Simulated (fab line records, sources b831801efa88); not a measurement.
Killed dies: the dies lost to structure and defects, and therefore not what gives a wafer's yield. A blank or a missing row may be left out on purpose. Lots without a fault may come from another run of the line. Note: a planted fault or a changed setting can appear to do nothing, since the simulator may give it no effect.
Chamber matching	flow sky130	4 sister chambers for SKY_VIA1_ETCH_15 on rie-diel-01
The step etches SiO2 in C4F8/O2/Ar, stops on TiN, target depth 351 nm, time 54 s. 4 wafers are shown with their chamber, then 8 later ones without.

== WAFERS, EACH WITH ITS CHAMBER ==
wafer	chamber	oes-product-au (a.u.)
L083.3	0	0.980
L086.3	2	0.990
L086.4	3	0.988
L087.4	1	0.992

== WAFERS MISSING THEIR CHAMBER ==
wafer	oes-product-au (a.u.)
L087.5	0.975
L087.6	0.987
L096.1	0.981
L096.2	0.982
L096.3	0.992
L096.4	0.977
L096.5	0.982
L096.6	0.984

== EACH ONE'S CHAMBER ==
wafer	from the rows above	in truth
L087.5	0	0
L087.6	can't be placed: 3 or 2 or 1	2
L096.1	0	0
L096.2	can't be placed: 0 or 3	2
L096.3	can't be placed: 1 or 2 or 3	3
L096.4	0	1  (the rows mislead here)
L096.5	can't be placed: 0 or 3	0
L096.6	can't be placed: 0 or 3 or 2 or 1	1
2 of 8 placed correctly. Cannot be placed on the basis of these rows: 5; the candidates contain the true chamber in 4. Wrongly placed: 1.
How it was worked out, from the rows above alone: a wafer's distance from a chamber is the root of the sum, over the readings, of the square of ((its reading less the chamber's mean) divided by the reading's scatter). The wafer belongs to the nearest chamber; if the next one is less than 2 further off, it can't be placed. A chamber's mean is the mean of its shown wafers. The scatter (one wafer shown for each chamber): square how far every hidden wafer sits from the nearest shown wafer, average those squares and take the square root.
